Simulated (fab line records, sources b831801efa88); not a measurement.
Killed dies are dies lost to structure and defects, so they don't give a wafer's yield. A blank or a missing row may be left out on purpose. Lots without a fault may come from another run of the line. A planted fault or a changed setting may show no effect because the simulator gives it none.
A struck lot beside a sound one | flow sky130 | 43 steps out of a route of 708
Sound: wafers L923.1, L923.4, L923.6. Struck: wafers L935.2, L935.4, L935.6. The cause comes at the end.
At each step with rows: each side's tool, then ch and its chambers, then its first start. Under that, the readings that differ: sound wafers | struck wafers | difference of the means | sigmas: that difference in standard deviations of wafers without a fault.
alike: readings whose means differ by less than 2 such deviations, and words and numbers that are the same on both sides. not compared: withheld readings, readings that some wafer has no value for, bounds like >300 that may hide the same value, and numbers for which the record gives no deviation and whose values overlap.
The two part at a step that has a row with sigmas, a row that says differs or no value, or rows on one side only. Numbers that don't overlap but have no deviation are shown without sigmas and don't part them. A reading that every wafer of one side lacks parts them only if that side has two wafers or more.

first, 2 steps without rows for these wafers: SKY_CONTACT_PEB_12; SKY_CONTACT_DEVELOP_13 (develop time 60 s).
SKY_CONTACT_CD_MEAS_14: target cd 170 nm.
  sound on cd_sem-02, day 31 20:06; struck on cd_sem-02, day 36 06:02
  alike: cd_nm
SKY_CONTACT_OVL_MEAS_15:
  sound on overlay-02, day 31 20:13; struck on overlay-01, day 36 06:08
  alike: CONTACT_OVL
then, 8 steps without rows for these wafers: SKY_CONTACT_ETCH_16 (etches BARC in N2/H2, stops on SiO2, time 45.9 s, target depth 60 nm); SKY_CONTACT_ETCH_17 (etches SiO2 in C4F8/O2/Ar, stops on Si3N4, target depth 340 nm); SKY_CONTACT_ETCH_18 (etches Si3N4 in CHF3/O2, stops on TiN, time 39 s, target depth 75 nm); SKY_CONTACT_STRIP_19 (strips in O2/N2); SKY_CONTACT_STRIP_20 (strips in post etch residue remover, time 1200 s); SKY_CONTACT_CLEAN_21 (cleans in IPA, time 180 s); SKY_CONTACT_CLEAN_22 (cleans in O3/DIW); SKY_CONTACT_SPUTTER_23 (material TiN, target thk 20 nm, time 80 s).
SKY_CONTACT_CVD_24: deposits W, target thk 340 nm, time 102.12 s.
  sound on cvd_w-02 ch 0,1, day 31 21:02; struck on cvd_w-02 ch 0,1, day 36 06:58
  alike: heater_power_w
SKY_CONTACT_RS_MEAS_25: measures by four-point-probe.
  sound on film_metro-04, day 31 21:09; struck on film_metro-02, day 36 07:05
  alike: CONTACT_W_RS
SKY_CONTACT_THK_MEAS_26: measures by xrf.
  sound on film_metro-04, day 31 21:16; struck on film_metro-02, day 36 07:12
  alike: CONTACT_W_THK
SKY_CONTACT_CMP_27: polishes, stops on SiO2, t overpolish 15 s, target thk 0 nm.
  sound on cmp-01 ch 0,3, day 31 21:20; struck on cmp-01 ch 0,2,3, day 36 07:18
  alike: motor_current_A, overpolish_run_s, time_to_endpoint_s
SKY_METAL1_SPUTTER_00: material Ti, target thk 15 nm, time 10 s.
  sound on pvd_sputter-04, day 31 21:38; struck on pvd_sputter-01, day 36 07:33
  alike: throttle_valve_pct
SKY_METAL1_SPUTTER_01: material TiN, target thk 20 nm, time 16.7 s.
  sound on pvd_sputter-04, day 31 21:40; struck on pvd_sputter-01, day 36 07:34
  alike: throttle_valve_pct
then, 3 steps without rows for these wafers: SKY_METAL1_SPUTTER_02 (material AlCu, target thk 250 nm, time 13.3 s); SKY_METAL1_SPUTTER_03 (material Ti, target thk 5 nm, time 3.3 s); SKY_METAL1_SPUTTER_04 (material TiN, target thk 70 nm, time 58.3 s).
SKY_METAL1_RS_MEAS_05: measures by four-point-probe.
  sound on film_metro-03, day 31 21:46; struck on film_metro-02, day 36 07:43
  alike: METAL1_ALCU_RS
SKY_METAL1_THK_MEAS_06: measures by xrf.
  sound on film_metro-03, day 31 21:53; struck on film_metro-02, day 36 07:49
  alike: METAL1_ALCU_THK
then, 8 steps without rows for these wafers: SKY_METAL1_DEHYDRATE_07 (time 60 s); SKY_METAL1_HMDS_08 (prime time 60 s); SKY_METAL1_COAT_09 (resist thk 60 nm); SKY_METAL1_COAT_10 (resist thk 450 nm); SKY_METAL1_SOFTBAKE_11 (time 87.81 s); SKY_METAL1_EXPOSE_12 (exposes mask MM1, target cd 140 nm); SKY_METAL1_PEB_13; SKY_METAL1_DEVELOP_14 (develop time 60 s).
SKY_METAL1_CD_MEAS_15: target cd 140 nm.
  sound on cd_sem-02, day 33 01:12; struck on cd_sem-02, day 37 09:19
  reading    | sound             | struck            | difference | sigmas
  cd_nm (nm) | 137.5 138.0 138.0 | 140.5 141.1 141.5 | +3.2       | +3
SKY_METAL1_OVL_MEAS_16:
  sound on overlay-02, day 33 01:19; struck on overlay-02, day 37 09:25
  alike: METAL1_OVL
SKY_METAL1_DESCUM_17: chemistry O2, time 8 s.
  sound on rie_metal-01 ch 0, day 33 01:21; struck on rie_metal-04 ch 0,1, day 37 09:27
  alike: drypump_motor_current_A, oes_product_au
  not compared: rf_hours_counter_h
SKY_METAL1_ETCH_18: etches BARC in N2/H2, stops on SiO2, time 45.9 s, target depth 60 nm.
  sound on rie_metal-01 ch 0, day 33 01:23; struck on rie_metal-04 ch 0,1, day 37 09:29
  alike: drypump_motor_current_A, oes_product_au, throttle_valve_pct
  not compared: rf_hours_counter_h
then, 6 steps without rows for these wafers: SKY_METAL1_METAL_ETCH_19 (etches the open film in Cl2/BCl3, stops on SiO2, target depth 360 nm, time 78 s); SKY_METAL1_STRIP_20 (strips in O2/N2); SKY_METAL1_STRIP_21 (strips in post etch residue remover, time 1200 s); SKY_METAL1_CLEAN_22 (cleans in IPA, time 180 s); SKY_METAL1_CLEAN_23 (cleans in O3/DIW); SKY_VIA1_HDPCVD_00 (deposits SiO2, target thk 1030 nm, time 171.7 s).
SKY_VIA1_THK_MEAS_01:
  sound on film_metro-01, day 33 02:14; struck on film_metro-03, day 37 10:21
  alike: VIA1_HDPCVD_THK
-- the record jumps here: 12 days lie between the struck wafers' starts before and after (it left off in module VIA1 and takes up again in module PAD_OPEN, whose first step shown is number 708 of the route) --
SKY_PAD_OPEN_PROBE_99:
  sound on prober-02, day 46 00:04; struck on prober-01, day 49 09:10
  reading            | sound     | struck      | difference | sigmas
  killed_at_contacts | 28 32 22  | 48 45 66    | +26        | +4
  killed_dies        | 101 99 93 | 112 110 132 | +20        | +2
  alike: killed_at_M0_to_M3, killed_at_M4_up, killed_at_front_end, killed_at_other, killed_on_rim, killed_open, killed_short

WHERE THEY PART
First at SKY_METAL1_CD_MEAS_15; last, within this record, at SKY_PAD_OPEN_PROBE_99.

WHY: what the simulator had put in
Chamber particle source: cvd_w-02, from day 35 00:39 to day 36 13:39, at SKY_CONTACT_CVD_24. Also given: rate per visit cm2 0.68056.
